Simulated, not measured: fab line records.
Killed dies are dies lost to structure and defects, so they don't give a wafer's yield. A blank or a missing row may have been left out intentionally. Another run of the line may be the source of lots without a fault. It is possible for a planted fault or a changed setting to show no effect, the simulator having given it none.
fab line records	flow sky130
record: lots: 6	wafers: 18	lastDay: 50
route steps=708 shown METAL3@534 CAPM@537
lots with no fault: from the same line, run without faults
startH: hours from the record's opening day to when the first of the lot's shown wafers began	waitH: hours from the lot's prior step to this one	" as in the row above	L1.1+2: several wafers, shown together as one row	- no value, or no start given	* or withheld: withheld	< > ~ a bound
route shown NAME@n: names a module that has steps shown in the file, with the first one's number in the route	usual: average and standard deviation across the fault-free wafers	same: alike in all rows	chamber/n: place in a boat	sites: per-site readings	_std_site: the standard deviation of these	_edge_site: outer sites' mean less inner sites'	radiusMm: for every site, how far away it sits from the centre of the wafer	mask NAME#n: copy n	behind: the most recent tool/chamber to have shaped the wafer	hold: what put the lot on hold/how long, in hours/how the hold closed	device: whichever transistor did not switch (one of n, p or np)	end of line: at the end of the route, the tests of the same wafers	a step with no rows: only its recipe	killed: dies that structure and defects cost at the first sort, which is not the same as the wafer's yield	map: dies across one wafer; x = killed, . = not, _ = none there
set.NAME: setting as actually run; set.NAME@STEP: the setting as run at that earlier step	model.NAME: the simulator's own value behind a step, which no gauge read
lots at some steps of the route; a table a step, a row a wafer
services: the hour from which a tool's chamber was out of use, counted from the record's first day as startH (under 0 if before that day), plus the number of hours and why
== steps ==
step: SKY_METAL3_SPUTTER_02
recipe: material: AlCu	targetThkNm: 735	powerW: 10600	timeS: 39.1	chamberPressurePa: 0.4
usual: cathodeDcPowerW: 10600/2	throttleValvePct: 30.3/1.1
same: timeS: 39.1
lot.wafer	tool	chamber	startH	waitH	cathodeDcPowerW	throttleValvePct
L458.2	pvdSputter-02	-	893.43	0.0	10599	30.6
L458.3	"	-	"	"	10597	29.5
L458.6	"	-	"	"	10599	31.2
L459.3	pvdSputter-04	-	897.01	0.0	10597	28.7
L459.5	"	-	"	"	10601	32.0
L459.6	"	-	"	"	10598	28.5
L465.1	pvdSputter-04	-	927.41	0.0	10600	28.6
L465.2	"	-	"	"	10599	28.3
L465.4	"	-	"	"	10599	30.9
L467.2	pvdSputter-02	-	937.63	0.0	10601	31.3
L467.4	"	-	"	"	10600	30.4
L467.6	"	-	"	"	10602	29.4
L468.2	pvdSputter-02	-	947.17	0.0	10602	29.6
L468.4	"	-	"	"	10601	29.3
L468.6	"	-	"	"	10600	29.4
L476.1	pvdSputter-02	-	1002.62	0.0	10600	30.6
L476.5	"	-	"	"	10599	30.8
L476.6	"	-	"	"	10602	29.3
step: SKY_METAL3_SPUTTER_03
recipe: material: Ti	targetThkNm: 5	powerW: 3000	timeS: 3.3	chamberPressurePa: 0.4
usual: cathodeDcPowerW: 2999.9/0.55	throttleValvePct: 30.2/1.1
same: timeS: 3.3
lot.wafer	tool	chamber	startH	waitH	cathodeDcPowerW	throttleValvePct
L458.2	pvdSputter-02	-	893.47	0.0	2999.9	30.5
L458.3	"	-	"	"	3000.1	29.5
L458.6	"	-	"	"	2999.6	31.2
L459.3	pvdSputter-04	-	897.05	0.0	2999.7	28.6
L459.5	"	-	"	"	2999.1	31.9
L459.6	"	-	"	"	2999.3	28.6
L465.1	pvdSputter-04	-	927.45	0.0	2999.9	28.6
L465.2	"	-	"	"	3000.3	28.4
L465.4	"	-	"	"	2998.5	30.6
L467.2	pvdSputter-02	-	937.66	0.0	3000.0	31.2
L467.4	"	-	"	"	3000.8	30.4
L467.6	"	-	"	"	2999.3	29.5
L468.2	pvdSputter-02	-	947.21	0.0	2999.5	29.3
L468.4	"	-	"	"	3000.2	29.4
L468.6	"	-	"	"	3000.5	29.3
L476.1	pvdSputter-02	-	1002.66	0.0	2999.8	30.7
L476.5	"	-	"	"	3000.3	30.9
L476.6	"	-	"	"	2999.6	29.4
step: SKY_METAL3_SPUTTER_04
recipe: material: TiN	targetThkNm: 70	powerW: 6500	timeS: 58.3	chamberPressurePa: 0.4
usual: cathodeDcPowerW: 6500.1/1.3	throttleValvePct: 30.2/1.1
same: timeS: 58.3
lot.wafer	tool	chamber	startH	waitH	cathodeDcPowerW	throttleValvePct
L458.2	pvdSputter-02	-	893.49	0.0	6498.7	30.5
L458.3	"	-	"	"	6498.0	29.4
L458.6	"	-	"	"	6498.5	31.2
L459.3	pvdSputter-04	-	897.06	0.0	6500.8	28.8
L459.5	"	-	"	"	6501.0	31.9
L459.6	"	-	"	"	6502.4	28.5
L465.1	pvdSputter-04	-	927.46	0.0	6498.4	28.5
L465.2	"	-	"	"	6501.4	28.8
L465.4	"	-	"	"	6500.5	31.1
L467.2	pvdSputter-02	-	937.68	0.0	6498.8	31.4
L467.4	"	-	"	"	6499.8	30.7
L467.6	"	-	"	"	6502.5	29.5
L468.2	pvdSputter-02	-	947.22	0.0	6503.0	29.4
L468.4	"	-	"	"	6499.6	29.4
L468.6	"	-	"	"	6498.5	29.0
L476.1	pvdSputter-02	-	1002.68	0.0	6497.9	30.6
L476.5	"	-	"	"	6500.3	30.8
L476.6	"	-	"	"	6500.7	29.4
step: SKY_CAPM_CVD_00
recipe: material: SiO2	targetThkNm: 15.5	tempC: 400	timeS: withheld	rfW: 450
usual: heaterPowerOuterW: 425/66	heaterPowerW: 724/97
lot.wafer	tool	chamber	startH	waitH	heaterPowerOuterW	heaterPowerW
L458.2	pecvd-02	1	893.54	0.0	489	829
L458.3	"	0	"	"	438	722
L458.6	"	0	"	"	422	732
L459.3	pecvd-02	0	897.11	0.0	478	838
L459.5	"	2	"	"	299	557
L459.6	"	1	"	"	469	803
L465.1	pecvd-01	2	927.51	0.0	398	673
L465.2	"	1	"	"	440	706
L465.4	"	2	"	"	412	681
L467.2	pecvd-02	2	937.73	0.0	276	533
L467.4	"	0	"	"	437	733
L467.6	"	2	"	"	282	535
L468.2	pecvd-03	2	947.27	0.0	458	716
L468.4	"	1	"	"	358	697
L468.6	"	2	"	"	459	747
L476.1	pecvd-01	0	1002.73	0.0	356	725
L476.5	"	0	"	"	385	708
L476.6	"	1	"	"	459	745
step: SKY_CAPM_THK_MEAS_01
recipe: reads: SiO2_of_CAPM_CVD_00
usual: CAPM_CVD_00_THK: 15.38/0.24
lot.wafer	tool	chamber	startH	waitH	CAPM_CVD_00_THK[nm]
L458.2	filmMetro-01	-	893.57	-	15.10
L458.3	"	-	"	"	15.23
L458.6	"	-	"	"	15.43
L459.3	filmMetro-03	-	897.15	-	15.30
L459.5	"	-	"	"	15.76
L459.6	"	-	"	"	15.53
L465.1	filmMetro-02	-	927.53	-	15.47
L465.2	"	-	"	"	15.32
L465.4	"	-	"	"	15.70
L467.2	filmMetro-03	-	937.76	-	14.99
L467.4	"	-	"	"	15.61
L467.6	"	-	"	"	15.44
L468.2	filmMetro-01	-	947.30	-	15.19
L468.4	"	-	"	"	15.74
L468.6	"	-	"	"	15.38
L476.1	filmMetro-03	-	1002.75	-	15.43
L476.5	"	-	"	"	15.68
L476.6	"	-	"	"	15.75
step: SKY_CAPM_SPUTTER_02
recipe: material: TiN	targetThkNm: 200	tempC: 300	powerW: 6500	timeS: 166.7	chamberPressurePa: 0.4
usual: cathodeDcPowerW: 6500.0/1.2	throttleValvePct: 29.8/1.2
same: timeS: 166.7
lot.wafer	tool	chamber	startH	waitH	cathodeDcPowerW	throttleValvePct
L458.2	pvdSputter-03	-	893.62	0.0	6499.3	28.4
L458.3	"	-	"	"	6499.5	30.0
L458.6	"	-	"	"	6501.1	28.4
L459.3	pvdSputter-03	-	897.19	0.0	6501.3	31.9
L459.5	"	-	"	"	6499.5	32.1
L459.6	"	-	"	"	6499.4	29.2
L465.1	pvdSputter-02	-	927.59	0.1	6498.9	30.6
L465.2	"	-	"	"	6498.3	29.4
L465.4	"	-	"	"	6499.6	29.4
L467.2	pvdSputter-03	-	937.81	0.0	6499.4	31.8
L467.4	"	-	"	"	6499.5	29.9
L467.6	"	-	"	"	6500.6	28.3
L468.2	pvdSputter-04	-	947.35	0.0	6502.1	28.5
L468.4	"	-	"	"	6499.8	28.3
L468.6	"	-	"	"	6500.5	28.5
L476.1	pvdSputter-04	-	1002.81	0.1	6498.5	28.6
L476.5	"	-	"	"	6501.0	31.4
L476.6	"	-	"	"	6499.3	28.4
step: SKY_CAPM_RS_MEAS_03
recipe: thkMeasGauge: four-point-probe	reads: TiN_of_CAPM_SPUTTER_02
usual: CAPM_TIN_RS: 6.90/0.089
lot.wafer	tool	chamber	startH	waitH	CAPM_TIN_RS[ohm/sq]
L458.2	filmMetro-02	-	893.75	0.1	6.84
L458.3	"	-	"	"	6.81
L458.6	"	-	"	"	6.78
L459.3	filmMetro-01	-	897.34	0.1	6.82
L459.5	"	-	"	"	6.83
L459.6	"	-	"	"	6.87
L465.1	filmMetro-01	-	927.70	0.1	6.91
L465.2	"	-	"	"	6.95
L465.4	"	-	"	"	7.07
L467.2	filmMetro-01	-	937.94	0.1	6.71
L467.4	"	-	"	"	6.82
L467.6	"	-	"	"	6.74
L468.2	filmMetro-03	-	947.48	0.1	6.97
L468.4	"	-	"	"	6.91
L468.6	"	-	"	"	6.94
L476.1	filmMetro-03	-	1002.92	0.1	7.00
L476.5	"	-	"	"	7.10
L476.6	"	-	"	"	7.04
step: SKY_CAPM_THK_MEAS_04
recipe: thkMeasGauge: xrf	reads: TiN_of_CAPM_SPUTTER_02
usual: CAPM_TIN_THK: 203.2/2.6
lot.wafer	tool	chamber	startH	waitH	CAPM_TIN_THK[nm]
L458.2	filmMetro-02	-	893.86	0.1	203.8
L458.3	"	-	"	"	204.1
L458.6	"	-	"	"	205.1
L459.3	filmMetro-01	-	897.44	0.1	205.1
L459.5	"	-	"	"	205.6
L459.6	"	-	"	"	203.6
L465.1	filmMetro-01	-	927.82	0.1	202.2
L465.2	"	-	"	"	200.1
L465.4	"	-	"	"	197.1
L467.2	filmMetro-01	-	938.05	0.1	209.0
L467.4	"	-	"	"	206.0
L467.6	"	-	"	"	206.9
L468.2	filmMetro-03	-	947.59	0.1	201.3
L468.4	"	-	"	"	203.2
L468.6	"	-	"	"	203.2
L476.1	filmMetro-03	-	1003.04	0.1	200.6
L476.5	"	-	"	"	198.6
L476.6	"	-	"	"	199.5
step: SKY_CAPM_DEHYDRATE_05
recipe: tempC: 200	timeS: 60
step: SKY_CAPM_HMDS_06
recipe: primeTimeS: 60	primeTempC: 120
step: SKY_CAPM_COAT_07
recipe: resist: NOVOLAK	spinRpm: 3000	resistThkNm: 1140
step: SKY_CAPM_SOFTBAKE_08
recipe: tempC: 90	timeS: 60	resist: NOVOLAK
step: SKY_CAPM_EXPOSE_09
recipe: maskId: CAPM	na: 0.6	sourceShape: conventional	sigmaOuter: 0.6	polarization: unpolarized	targetCdNm: 1000	doseMj: 159
usual: exposureDoseMJCm2: 158.98/0.15	focusOffsetNm: 0.2/0.53	stageVelMmS: 500.02/0.2
lot.wafer	tool	chamber	startH	waitH	mask	exposureDoseMJCm2	focusOffsetNm	stageVelMmS
L458.2	ilineStepper-01	-	906.14	-	CAPM#0	-	-	-
L458.3	"	-	"	"	CAPM#0	-	-	-
L458.6	"	-	"	"	CAPM#0	-	-	-
L459.3	ilineStepper-02	-	909.81	-	CAPM#0	-	-	-
L459.5	"	-	"	"	CAPM#0	-	-	-
L459.6	"	-	"	"	CAPM#0	-	-	-
L465.1	ilineStepper-02	0	940.57	-	CAPM#0	158.76	0.2	500.02
L465.2	"	0	"	"	CAPM#0	158.92	1.0	500.33
L465.4	"	0	"	"	CAPM#0	158.99	0.9	500.02
L467.2	ilineStepper-01	0	949.91	-	CAPM#0	158.95	-0.1	499.57
L467.4	"	0	"	"	CAPM#0	159.02	0.8	499.87
L467.6	"	0	"	"	CAPM#0	158.85	0.3	500.12
L468.2	ilineStepper-01	0	959.31	-	CAPM#0	159.01	1.4	499.88
L468.4	"	0	"	"	CAPM#0	159.16	0.4	499.97
L468.6	"	0	"	"	CAPM#0	158.95	0.8	500.08
L476.1	ilineStepper-01	0	1014.49	-	CAPM#0	159.06	0.6	500.25
L476.5	"	0	"	"	CAPM#0	159.11	1.0	500.33
L476.6	"	0	"	"	CAPM#0	158.95	0.3	500.12
step: SKY_CAPM_PEB_10
recipe: tempC: withheld	timeS: *	resist: NOVOLAK
== services ==
tool	chamber	startH	hours	kind
pecvd-01	-	880.72	12.0	repair
pvdSputter-03	-	883.22	1.0	repair
ilineStepper-01	-	896.98	8.9	pm
pecvd-02	1	900.88	5.5	scheduledDown
pecvd-01	1	914.66	2.1	scheduledDown
pvdSputter-04	-	919.20	0.9	repair
ilineStepper-01	-	927.53	2.1	pm
ilineStepper-01	-	929.61	-	consumableReplace:lamp
ilineStepper-01	-	931.63	1.7	pm
ilineStepper-01	0	933.18	-	calibration
pvdSputter-03	-	939.55	3.3	repair
ilineStepper-01	-	955.35	2.5	repair
ilineStepper-01	-	962.31	2.3	repair
ilineStepper-02	-	1001.22	6.0	repair
pecvd-03	1	1008.73	5.5	scheduledDown
pvdSputter-02	-	1008.85	1.6	repair
pecvd-01	-	1014.23	2.3	repair
== key ==
firstSign: step: SKY_CAPM_EXPOSE_09	reading: toolRecord	direction: missing
effect none on later readings
metAt SKY_CAPM_EXPOSE_09
struckWafers L458.2,L458.3,L458.6,L459.3,L459.5,L459.6
laterRowsLeftOut L458.2,L458.3,L458.6,L459.3,L459.5,L459.6
sortLeftOut L458.2,L458.3,L458.6,L459.3,L459.5,L459.6
testerLeftOut L458,L459
earlierFault: kind: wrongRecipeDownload	tool: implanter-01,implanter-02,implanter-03	chamber: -	onsetH: 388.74	steps: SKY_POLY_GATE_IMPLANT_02	wrongRecipe.notListed: 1
earlierFault: kind: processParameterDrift	tool: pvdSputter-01	chamber: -	onsetH: 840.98	steps: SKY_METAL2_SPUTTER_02	channel: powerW	offset: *	shape: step	actsIn: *	stated: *	scope: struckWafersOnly
fault: kind: skippedStepWhole	tool: ilineStepper-01,ilineStepper-02	chamber: -	onsetH: 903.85	steps: SKY_CAPM_EXPOSE_09	scope: struckLotsOnly
testerLeftOut: of these lots the tester's yield and bins aren't shown, on N5 and GAA mostly nor the transistor test; their killed dies are dies lost to structure and defects alone, not to doping, threshold or leakage, so they don't give the yield
sortLeftOut: the simulated sort isn't trusted on such a fault, so these wafers' sort isn't shown, and their yield isn't known
laterRowsLeftOut: the simulator's readings of these wafers behind a module that went badly wrong aren't trusted and aren't shown, but for the sort
